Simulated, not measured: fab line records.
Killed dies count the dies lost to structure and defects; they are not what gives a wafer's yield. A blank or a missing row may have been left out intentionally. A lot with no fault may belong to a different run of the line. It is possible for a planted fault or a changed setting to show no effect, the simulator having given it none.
Which tool was responsible?    flow sky130    11 lots (31 wafers sampled), 1 step of a 708-step route

WHAT EACH GAUGE READ, for each wafer
SKY_VIA2_BOW_MEAS_03.
lot   measured      on            VIA2_BOW (um)
L866  day 35 23:02  filmMetro-04  93 87 100
L868  day 36 06:54  filmMetro-01  95 89 96
L875  day 38 07:49  filmMetro-02  74 82 72
L877  day 38 17:26  filmMetro-01  79 79 78
L879  day 39 21:37  filmMetro-02  92 82 87
L880  day 40 03:58  filmMetro-01  86 77
L885  day 41 14:52  filmMetro-04  86 84 80
L886  day 41 20:05  filmMetro-04  94 81 79
L887  day 41 22:16  filmMetro-01  73 77 81
L888  day 42 03:15  filmMetro-04  93 90 81
L889  day 42 04:44  filmMetro-01  103 95

EACH LOT AND THE TOOL THAT RAN IT (in order: tool; ch and the chambers of the sampled wafers; start)
The record holds no process step before these readings.

THE ANSWER, worked out from the rows above alone
Rule: the lots themselves supply what counts as usual. Put in order of their means at a reading, lots are off if they are a third of the lots or fewer, leave a main group of 4 or more, and stand apart from it by a gap of 3 or more times the standard deviation of the main group's means; of several such gaps the widest counts. The tables above print the reading to a certain number of digits; a main group whose means all agree to those digits is not used. A lot without any number at a reading at which 4 lots or more have one is off too. Where the step has rows for the other lots, those lots are counted as sound.
No lot is off on any of the readings shown, so nothing can be concluded from this.

WHAT THE SIMULATOR HAD PUT IN
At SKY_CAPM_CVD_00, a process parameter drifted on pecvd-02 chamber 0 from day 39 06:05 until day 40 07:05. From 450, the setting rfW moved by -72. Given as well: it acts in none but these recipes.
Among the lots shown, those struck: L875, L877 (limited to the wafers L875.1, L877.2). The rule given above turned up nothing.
